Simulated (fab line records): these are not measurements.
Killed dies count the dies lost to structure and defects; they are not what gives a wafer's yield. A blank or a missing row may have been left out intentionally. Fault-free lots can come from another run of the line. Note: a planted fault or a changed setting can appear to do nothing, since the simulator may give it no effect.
Chamber matching | flow sky130 | SKY_SONOS_ONO_ETCH_15 on rie_diel-03: 4 sister chambers
The step etches the open film in CHF3/O2, target depth 19.52 nm, time 7.8 s. 8 wafers are shown with their chamber, then 7 later ones without.

## WAFERS, EACH WITH ITS CHAMBER
wafer  | chamber | drypump_motor_current_A (A) | oes_product_au (a.u.)
L632.3 | 3       | 6.4                         | 0.992
L637.3 | 3       | 6.4                         | 0.995
L638.1 | 1       | 6.1                         | 0.987
L639.1 | 1       | 6.0                         | 0.986
L639.2 | 2       | 5.8                         | 1.011
L639.3 | 0       | 5.3                         | 1.019
L645.1 | 0       | 5.2                         | 1.013
L645.2 | 2       | 5.8                         | 1.008

## WAFERS WITHOUT THEIR CHAMBER
wafer  | drypump_motor_current_A (A) | oes_product_au (a.u.)
L645.6 | 5.3                         | 0.998
L647.3 | 5.9                         | 1.004
L647.4 | 6.0                         | 0.970
L647.6 | 5.3                         | 1.012
L651.1 | 5.2                         | 1.020
L651.4 | 6.4                         | 0.994
L651.6 | 5.8                         | 1.000

## EACH ONE'S CHAMBER
wafer  | from the rows above | in truth
L645.6 | 0                   | 0
L647.3 | 2                   | 2
L647.4 | 1                   | 1
L647.6 | 0                   | 0
L651.1 | 0                   | 0
L651.4 | 3                   | 3
L651.6 | 2                   | 2
Correct placement for 7 of the 7. Left unplaced by these rows: 0. Wrongly placed: 0.
How it was worked out, from the rows above alone: a wafer's distance from a chamber is the root of the sum, over the readings, of the square of ((its reading less the chamber's mean) divided by the reading's scatter). If the next closest chamber is less than 2 further off than the closest, the wafer can't be placed; otherwise it belongs to the closest. A chamber's mean is the mean of its shown wafers. The scatter is the square root of a quotient: the sum, over the shown wafers, of each reading's squared deviation from its chamber's mean, divided by wafers minus chambers.
